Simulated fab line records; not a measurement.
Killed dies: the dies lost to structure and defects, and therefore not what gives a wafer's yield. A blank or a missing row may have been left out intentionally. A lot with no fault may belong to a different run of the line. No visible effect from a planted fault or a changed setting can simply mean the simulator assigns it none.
Problem report, 8D (eight disciplines) form, completed by code	flow gf180mcu	the parts of the form that need people (team, actions taken, sign-off) are left out

## 1. PROBLEM STATEMENT
Wafers free of any fault read 1569 (standard deviation 10) for MVSD_TW at GF_MVSD_TW_MEAS_11, against a mean of 30 on 6 wafers of 2 lots. That is -99 or more standard deviations from the usual mean.
Seen first at day 5 17:08 on film-metro-02, wafer L465.1. The record has a number at this step for 42 wafers belonging to 14 lots. Rule for "out", or "out of limits": more than 4 standard deviations from the usual mean. All remaining wafers that have a number are taken as sound.

## 2. WHAT IT IS, WHAT IT ISN'T
question	is	is not
which readings at this step	MVSD_TW	-
which lots	L465, L466	L460, L461, L462, L463, L464, L469, L470, L476, L477, L479, L482, L483
which wafers of those lots	all that have a number	-
read on which gauges	film-metro-02	film-metro-01, film-metro-03
when	from day 5 17:08	up to then (15 sound wafers); but 21 sound wafers of L469, L470, L476, L477, L479, L482, L483 came after

## 3. THE SUSPECTS, EACH WITH WHAT RULES IT OUT
Counting: any tool at a process step up to the reading is kept as a suspect provided that every lot that is out went through it and no sound lot did after the first of them.
- ruled out: the gauge at GF_MVSD_TW_MEAS_11. All the wafers that are out were read on film-metro-02, but those of them that GF_MVSD_STRIP_10 has rows for are out there too, on other tools.
- plasma-asher-01 at GF_LVPWELL_STRIP_10 (strips in O2/N2): ruled out as a lasting fault. Sound lots L479, L482 ran on it after its first lot that is out, L465 (day 5 02:12).
Left after counting: nothing in the record.

## 4. THE CAUSE (what the simulator had put in)
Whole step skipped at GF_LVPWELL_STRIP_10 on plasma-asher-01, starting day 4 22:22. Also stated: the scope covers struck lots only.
It was ruled out by counting, in error; the rule expects a fault to strike all lots run on its tool from its start on, and this fault did not.

## 5. THE CHAIN OF EFFECTS, in route order
Each row: a reading where the mean over the struck wafers with a number is more than 3 standard deviations away from the usual. Scope: only readings with a usual standard deviation given in the record; hours: median across lots of the time from each lot's start at the first step in this table that gives one to its start at this step; sigmas: change in usual standard deviations.
hours	step	reading	usual	on struck wafers	change	sigmas
0	GF_MVSD_STRIP_10	oes-product-au	0.723 a.u.	0.740	+0.017	+4.2
0	GF_MVSD_STRIP_10	strip-time-to-endpoint-s	36.97 s	81.58	+44.61	+99 or more
0	GF_MVSD_TW_MEAS_11	MVSD_TW	1569	30	-1539	-99 or more
Here are the process steps it includes:
- GF_MVSD_STRIP_10: strips in O2/N2.
Readings that are blank on the struck wafers while sound wafers have them: chamber-pressure-mTorr at GF_LVPWELL_STRIP_10; drypump-motor-current-A at GF_LVPWELL_STRIP_10; heater-power-w at GF_LVPWELL_STRIP_10; oes-product-au at GF_LVPWELL_STRIP_10; strip-time-to-endpoint-s at GF_LVPWELL_STRIP_10.
Later measuring or inspecting steps at which every struck wafer that the step has a row for has a number for every such reading, and none has moved that far: GF_V3_CD_MEAS_14.

## 6. WHAT WOULD HAVE CAUGHT IT SOONER
Counted from the fault's start at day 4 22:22, it took 19 hours until the first out-of-limits reading at a measuring or inspecting step in this record, taken at day 5 17:08.
At GF_LVPWELL_STRIP_10 the tool's readings are blank on the struck wafers, where sound wafers have them: an empty tool record is the first sign, and it was there at once.
